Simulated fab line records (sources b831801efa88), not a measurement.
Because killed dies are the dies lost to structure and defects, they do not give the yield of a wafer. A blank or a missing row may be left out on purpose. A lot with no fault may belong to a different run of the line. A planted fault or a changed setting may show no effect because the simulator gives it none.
Chamber matching ; flow gf180mcu ; GF_V1_CMP_26 on cmp-01: 4 sister chambers
The step polishes, stops on SiO2, t overpolish 15 s, target thk 0 nm. 8 wafers are shown with their chamber, then 8 later ones without.

== WAFERS WITH THEIR CHAMBER ==
wafer;chamber;motorCurrentA (A);timeToEndpointS (s)
L113.2;3;9.4;82
L116.1;3;9.2;81
L122.1;0;12.7;87
L122.5;1;10.3;95
L124.2;2;10.4;86
L124.3;0;12.5;85
L124.6;1;9.5;92
L125.2;2;10.7;89

== WAFERS WITH NO CHAMBER GIVEN ==
wafer;motorCurrentA (A);timeToEndpointS (s)
L125.4;10.0;100
L125.5;9.5;87
L131.2;12.7;83
L131.3;9.7;94
L131.4;10.0;89
L133.1;9.9;95
L133.2;12.6;84
L133.3;10.5;85

== WHICH CHAMBER EACH WENT THROUGH ==
wafer;from the rows above;in truth
L125.4;1;1
L125.5;can't be placed: 3 or 2 or 1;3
L131.2;0;0
L131.3;1;1
L131.4;can't be placed: 2 or 1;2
L133.1;1;1
L133.2;0;0
L133.3;2;2
6 of 8 placed correctly. Not placeable from these rows: 2 (in 2, the candidates include the true chamber). Wrongly placed: 0.
How it was worked out, from the rows above alone: a wafer's distance from a chamber is the root of the sum, over the readings, of the square of ((its reading less the chamber's mean) divided by the reading's scatter). If the next closest chamber is less than 2 further off than the closest, the wafer can't be placed; otherwise it belongs to the closest. For every chamber, the mean is computed from those of its wafers that are shown. The scatter: take each reading less its chamber's mean, square it, sum over the shown wafers, divide by the number of wafers less the number of chambers, and take the root.
